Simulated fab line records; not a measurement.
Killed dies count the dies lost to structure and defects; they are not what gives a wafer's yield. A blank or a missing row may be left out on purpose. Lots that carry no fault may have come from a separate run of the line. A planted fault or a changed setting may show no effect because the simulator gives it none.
Code-filled problem report in 8D (eight disciplines) form	flow sky130	the parts of the form that need people (team, actions taken, sign-off) are left out

## 1. WHAT WENT WRONG
run length s at SKY_SONOS_ONO_WET_ETCH_18 reads a mean of 220 s on 6 wafers of 2 lots; wafers without a fault read 199 s with a standard deviation of 3.5. Measured from the usual mean, that is +6.1 standard deviations.
The step: etches Si3N4 in H3PO4, target depth 15 nm, time 172 s.
Earliest sighting: wafer L515.1 on wet bench-01 at day 16 19:01. The record holds 42 wafers of 14 lots with a number at this step. The rule behind "out" and "out of limits": a value lying over 4 standard deviations away from the usual mean. All remaining wafers that have a number are taken as sound.

## 2. WHAT IT IS; WHAT IT IS NOT
question	is	is not
which readings at this step	run length s	-
which lots	L515, L518	L503, L504, L505, L506, L511, L512, L513, L514, L519, L520, L524, L526
which wafers of those lots	all that have a number	-
read on which tools	wet bench-01	wet bench-02, wet bench-03
when	from day 16 19:01	up to then (24 sound wafers); but 12 sound wafers of L519, L520, L524, L526 came after

## 3. THE SUSPECTS, EACH WITH WHAT RULES IT OUT
Counting: a tool at a process step up to the reading stays a suspect if it ran every lot that is out and no sound lot after the first of them.
- wet bench-01 at SKY_SONOS_ONO_WET_ETCH_18 (etches Si3N4 in H3PO4, target depth 15 nm, time 172 s): kept. All lots that are out passed through it, beginning with L515 at day 16 19:01, and no sound lot followed; its final sound lot before that point was L514 at day 16 10:31. Its own readings are out on those wafers: run length s.
The count leaves wet bench-01 at SKY_SONOS_ONO_WET_ETCH_18.

## 4. THE CAUSE (what the simulator had put in)
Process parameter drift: wet bench-01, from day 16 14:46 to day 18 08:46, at SKY_SONOS_ONO_WET_ETCH_18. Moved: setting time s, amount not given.
The count eliminated every tool but this one.

## 5. THE EFFECT CHAIN, in route order
Rows list readings where the struck wafers' mean (over those with a number) sits beyond 3 standard deviations from the usual. Readings are gone through only where the record gives a usual standard deviation; hours: the median, over the lots, of the time from a lot's start at the first step in this table giving one to that lot's start at this step; sigmas: the change measured in usual standard deviations.
hours	step	reading	usual	on struck wafers	change	sigmas
0	SKY_SONOS_ONO_WET_ETCH_18	run length s	199 s	220	+22	+6.1
Process steps it contains:
- SKY_SONOS_ONO_WET_ETCH_18: etches Si3N4 in H3PO4, target depth 15 nm, time 172 s.

## 6. WHAT WOULD HAVE CAUGHT IT SOONER
First out-of-limits reading in this record: day 16 19:01, which is 4 hours after fault onset at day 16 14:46.
